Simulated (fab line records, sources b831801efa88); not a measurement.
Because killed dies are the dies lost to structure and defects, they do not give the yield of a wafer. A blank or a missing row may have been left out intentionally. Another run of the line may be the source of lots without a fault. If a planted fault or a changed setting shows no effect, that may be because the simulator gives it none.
What tool caused it? -- flow gf180mcu -- Sampling: 13 lots, 39 wafers, 5 of 602 route steps

## WHAT EACH GAUGE READ, for each wafer
GF_HV_LDD_OVL_MEAS_08. Usual: HV_LDD_OVL 0.3 nm, standard deviation 1.4.
lot,measured,on,HV_LDD_OVL (nm),flag
L954,day 11 02:01,overlay-02,1.5 1.5 0.7,
L955,day 11 15:41,overlay-01,-0.9 -1.4 0.6,
L958,day 12 06:02,overlay-01,0.7 0.8 -1.1,
L959,day 12 19:41,overlay-02,0.4 -1.7 -0.1,
L962,day 13 12:24,overlay-02,-1.2 0.8 0.8,
L965,day 14 10:38,overlay-02,0.5 0.6 3.5,
L968,day 15 06:38,overlay-01,0.1 1.4 0.0,
L969,day 15 16:38,overlay-01,-1.5 -1.0 -2.9,
L971,day 16 02:44,overlay-02,-0.8 -0.1 1.4,
L972,day 16 12:32,overlay-01,-0.2 -1.0 0.8,
L973,day 16 19:38,overlay-02,2.5 -0.5 0.8,
L974,day 17 03:47,overlay-02,0.7 2.4 4.3,
L975,day 17 13:14,overlay-02,1.0 0.7 2.7,

GF_HV_LDD_RS_MEAS_53: a four-point-probe measurement. Usual: HV_LDD_RS 419.0 ohm/sq, standard deviation 0.84.
lot,measured,on,HV_LDD_RS (ohm/sq),flag
L954,day 13 15:11,film_metro-04,419.5 419.7 420.1,
L955,day 14 05:52,film_metro-04,418.8 420.6 420.1,
L958,day 14 21:43,film_metro-04,418.8 418.2 419.1,
L959,day 15 13:09,film_metro-01,415.7 416.2 416.0,OFF
L962,day 16 07:20,film_metro-03,416.9 416.2 416.0,OFF
L965,day 17 07:04,film_metro-04,420.2 420.2 419.5,
L968,day 18 05:07,film_metro-04,419.0 418.5 418.8,
L969,day 18 17:01,film_metro-01,419.4 419.3 419.7,
L971,day 19 04:17,film_metro-01,420.2 419.1 418.6,
L972,day 19 15:26,film_metro-04,421.4 420.1 420.1,
L973,day 19 22:26,film_metro-03,417.7 417.5 417.6,
L974,day 20 07:16,film_metro-01,420.1 419.0 419.5,
L975,day 20 17:40,film_metro-04,419.2 418.5 420.2,

GF_NSD_TW_MEAS_12. Usual: NSD_TW 4281, standard deviation 34.
lot,measured,on,NSD_TW,flag
L954,day 14 15:59,film_metro-02,4286 4276 4292,
L955,day 15 05:56,film_metro-04,4350 4323 4330,
L958,day 16 00:01,film_metro-04,4311 4353 4335,
L959,day 16 15:07,film_metro-04,4281 4279 4277,
L962,day 17 11:59,film_metro-01,4265 4268 4237,
L965,day 18 11:05,film_metro-02,4270 4297 4293,
L968,day 19 10:13,film_metro-04,4312 4303 4307,
L969,day 19 20:43,film_metro-01,4255 4249 4234,
L971,day 20 08:25,film_metro-02,4258 4238 4248,
L972,day 20 19:28,film_metro-02,4227 4264 4233,
L973,day 21 02:11,film_metro-02,4275 4277 4294,
L974,day 21 11:35,film_metro-02,4262 4260 4247,
L975,day 21 21:50,film_metro-02,4270 4271 4261,

## EACH LOT AND THE TOOL THAT RAN IT (in order: tool; ch and the chambers of the sampled wafers; start)
lot,GF_HV_LDD_STRIP_37,GF_HV_LDD_RTA_52
L954,"plasma_asher-03 ch 0,1, day 12 18:20","rtp_anneal-02 ch 0, day 13 15:07"
L955,"plasma_asher-04 ch 0,1, day 13 08:50","rtp_anneal-02 ch 0, day 14 05:47"
L958,"plasma_asher-04 ch 0,1, day 13 23:22","rtp_anneal-01 ch 0, day 14 21:38"
L959,"plasma_asher-01 ch 0,1, day 14 15:10","rtp_anneal-01 ch 0, day 15 13:05"
L962,"plasma_asher-01 ch 0,1, day 15 08:28","rtp_anneal-01 ch 0, day 16 07:15"
L965,"plasma_asher-04 ch 0,1, day 16 07:55","rtp_anneal-02 ch 0, day 17 06:59"
L968,"plasma_asher-03 ch 0,1, day 17 05:28","rtp_anneal-02 ch 0, day 18 05:01"
L969,"plasma_asher-01 ch 0,1, day 17 16:02","rtp_anneal-02 ch 0, day 18 16:56"
L971,"plasma_asher-01 ch 0,1, day 18 02:47","rtp_anneal-02 ch 0, day 19 04:13"
L972,"plasma_asher-04 ch 0,1, day 18 13:29","rtp_anneal-01 ch 0, day 19 15:23"
L973,"plasma_asher-03 ch 0,1, day 18 20:14","rtp_anneal-02 ch 0, day 19 22:22"
L974,"plasma_asher-01 ch 0, day 19 05:58","rtp_anneal-02 ch 0, day 20 07:11"
L975,"plasma_asher-01 ch 0,1, day 19 15:43","rtp_anneal-01 ch 0, day 20 17:35"
- GF_HV_LDD_STRIP_37: strips in O2/N2.
- GF_HV_LDD_RTA_52: time 10 s.

## AS READ BY THE TOOLS THEMSELVES (means over the sampled wafers that have a number; for cases with no such wafer, the mark the record gives instead)
GF_HV_LDD_STRIP_37. Usual: chamber_pressure_mTorr 1500.1 mTorr, standard deviation 1.3; drypump_motor_current_A 5.9 A, standard deviation 0.53; heater_power_w 325 W, standard deviation 14; oes_product_au 0.716 a.u., standard deviation 0.0047; strip_time_to_endpoint_s 12.62 s, standard deviation 0.034.
lot,tool,chamber_pressure_mTorr (mTorr),drypump_motor_current_A (A),heater_power_w (W),oes_product_au (a.u.),strip_time_to_endpoint_s (s),flag
L954,plasma_asher-03,1501.6,5.9,329,0.717,12.63,
L955,plasma_asher-04,1500.6,6.5,329,0.717,12.61,
L958,plasma_asher-04,1500.7,6.3,343,0.716,12.63,
L959,plasma_asher-01,1500.8,5.4,313,0.712,12.66,
L962,plasma_asher-01,1499.5,5.7,313,0.717,12.60,
L965,plasma_asher-04,1500.2,6.3,338,0.716,12.55,
L968,plasma_asher-03,1500.4,5.5,314,0.713,12.66,
L969,plasma_asher-01,1499.3,5.7,315,0.713,12.66,
L971,plasma_asher-01,1500.7,5.4,321,0.718,12.62,
L972,plasma_asher-04,1499.9,6.5,332,0.716,12.63,
L973,plasma_asher-03,1500.5,5.9,318,0.719,12.67,
L974,plasma_asher-01,1500.9,5.3,323,0.713,12.62,
L975,plasma_asher-01,1500.0,5.7,323,0.717,12.67,

GF_HV_LDD_RTA_52. Usual: lamp_power_pct 31.1 %, standard deviation 0.38; wafer_temp_C_max 1005.7, standard deviation 1.6.
lot,tool,lamp_power_pct (%),wafer_temp_C_max,flag
L954,rtp_anneal-02,30.9,1005.6,
L955,rtp_anneal-02,30.9,1005.7,
L958,rtp_anneal-01,31.8,1003.9,
L959,rtp_anneal-01,25.9,925.5,OFF
L962,rtp_anneal-01,26.0,926.2,OFF
L965,rtp_anneal-02,30.9,1005.6,
L968,rtp_anneal-02,30.9,1006.4,
L969,rtp_anneal-02,30.9,1007.2,
L971,rtp_anneal-02,30.9,1006.0,
L972,rtp_anneal-01,31.8,1004.3,
L973,rtp_anneal-02,30.9,1007.6,
L974,rtp_anneal-02,30.9,1006.3,
L975,rtp_anneal-01,31.8,1003.4,

## THE ANSWER, worked out from the rows above alone
Rule: lot off if the mean of its wafers having a number is beyond 3 standard deviations from the usual mean. A lot without any number at a reading at which 4 lots or more have one is off too. The other lots that the step has rows for count as sound. Order of review: gauges by route order, followed by the tools' own readings, for which a lot's mean as printed above is used. The first step at which some lot is off is used, and at that step the reading that is off furthest; a lot without a number counts as furthest.
Off: L959, L962, seen at GF_HV_LDD_RS_MEAS_53 (HV_LDD_RS).
A tool fits if, at a process step before that reading, it ran every lot that is off, and no sound lot after the first of them. The gauges at GF_HV_LDD_RS_MEAS_53 aren't tried: what is off there is off at GF_HV_LDD_RTA_52 too, on other tools, and a gauge's error can't cause that. Not one of the candidates tried fits.

## WHAT THE SIMULATOR HAD PUT IN
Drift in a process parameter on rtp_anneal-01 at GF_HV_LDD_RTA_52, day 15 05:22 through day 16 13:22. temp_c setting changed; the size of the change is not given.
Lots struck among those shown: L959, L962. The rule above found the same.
